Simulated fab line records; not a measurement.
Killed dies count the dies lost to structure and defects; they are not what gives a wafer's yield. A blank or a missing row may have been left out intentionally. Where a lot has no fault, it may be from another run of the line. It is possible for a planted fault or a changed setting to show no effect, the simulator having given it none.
Matching of chambers || flow sky130 || SKY_VIA1_CMP_24 on cmp-02: 4 sister chambers
The step polishes, stops on SiO2, t overpolish 15 s, target thk 0 nm. 8 wafers are shown with their chamber, then 12 later ones without.

== WAFERS WITH THEIR CHAMBER ==
{"wafer": "L078.5", "chamber": 2, "motor-current-A (A)": 11.3, "time-to-endpoint-s (s)": 68.7}
{"wafer": "L085.2", "chamber": 1, "motor-current-A (A)": 11.3, "time-to-endpoint-s (s)": 63.3}
{"wafer": "L087.1", "chamber": 3, "motor-current-A (A)": 9.1, "time-to-endpoint-s (s)": 70.4}
{"wafer": "L087.4", "chamber": 0, "motor-current-A (A)": 10.7, "time-to-endpoint-s (s)": 67.2}
{"wafer": "L087.5", "chamber": 3, "motor-current-A (A)": 8.8, "time-to-endpoint-s (s)": 69.7}
{"wafer": "L087.2", "chamber": 2, "motor-current-A (A)": 12.1, "time-to-endpoint-s (s)": 67.6}
{"wafer": "L087.3", "chamber": 1, "motor-current-A (A)": 12.0, "time-to-endpoint-s (s)": 66.7}
{"wafer": "L087.6", "chamber": 0, "motor-current-A (A)": 10.4, "time-to-endpoint-s (s)": 67.4}

== WAFERS WHOSE CHAMBER IS MISSING ==
{"wafer": "L089.1", "motor-current-A (A)": 9.1, "time-to-endpoint-s (s)": 68.9}
{"wafer": "L089.5", "motor-current-A (A)": 10.4, "time-to-endpoint-s (s)": 67.2}
{"wafer": "L089.6", "motor-current-A (A)": 9.2, "time-to-endpoint-s (s)": 71.8}
{"wafer": "L093.3", "motor-current-A (A)": 9.6, "time-to-endpoint-s (s)": 68.5}
{"wafer": "L093.5", "motor-current-A (A)": 9.6, "time-to-endpoint-s (s)": 67.8}
{"wafer": "L093.6", "motor-current-A (A)": 10.5, "time-to-endpoint-s (s)": 67.4}
{"wafer": "L093.1", "motor-current-A (A)": 12.0, "time-to-endpoint-s (s)": 62.2}
{"wafer": "L093.2", "motor-current-A (A)": 11.9, "time-to-endpoint-s (s)": 65.7}
{"wafer": "L093.4", "motor-current-A (A)": 10.5, "time-to-endpoint-s (s)": 68.4}
{"wafer": "L097.3", "motor-current-A (A)": 11.9, "time-to-endpoint-s (s)": 65.8}
{"wafer": "L097.4", "motor-current-A (A)": 9.7, "time-to-endpoint-s (s)": 71.0}
{"wafer": "L097.5", "motor-current-A (A)": 11.7, "time-to-endpoint-s (s)": 67.6}

== CHAMBER TAKEN BY EACH ==
{"wafer": "L089.1", "from the rows above": 3, "in truth": 3}
{"wafer": "L089.5", "from the rows above": 0, "in truth": 0}
{"wafer": "L089.6", "from the rows above": 3, "in truth": 3}
{"wafer": "L093.3", "from the rows above": "can't be placed: 3 or 0", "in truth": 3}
{"wafer": "L093.5", "from the rows above": "can't be placed: 3 or 0", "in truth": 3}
{"wafer": "L093.6", "from the rows above": 0, "in truth": 0}
{"wafer": "L093.1", "from the rows above": 1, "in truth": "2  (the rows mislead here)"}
{"wafer": "L093.2", "from the rows above": "can't be placed: 1 or 2", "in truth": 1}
{"wafer": "L093.4", "from the rows above": 0, "in truth": 0}
{"wafer": "L097.3", "from the rows above": "can't be placed: 1 or 2", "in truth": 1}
{"wafer": "L097.4", "from the rows above": "can't be placed: 3 or 0", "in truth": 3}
{"wafer": "L097.5", "from the rows above": "can't be placed: 2 or 1", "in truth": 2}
Placed correctly: 5 of 12. Unplaceable from these rows: 6, with the true chamber sitting among the candidates in 6. Number placed wrongly: 1.
How it was worked out, from the rows above alone: a wafer's distance from a chamber is the root of the sum, over the readings, of the square of ((its reading less the chamber's mean) divided by the reading's scatter). If the next closest chamber is less than 2 further off than the closest, the wafer can't be placed; otherwise it belongs to the closest. For every chamber, the mean is computed from those of its wafers that are shown. The scatter is the square root of a quotient: the sum, over the shown wafers, of each reading's squared deviation from its chamber's mean, divided by wafers minus chambers.
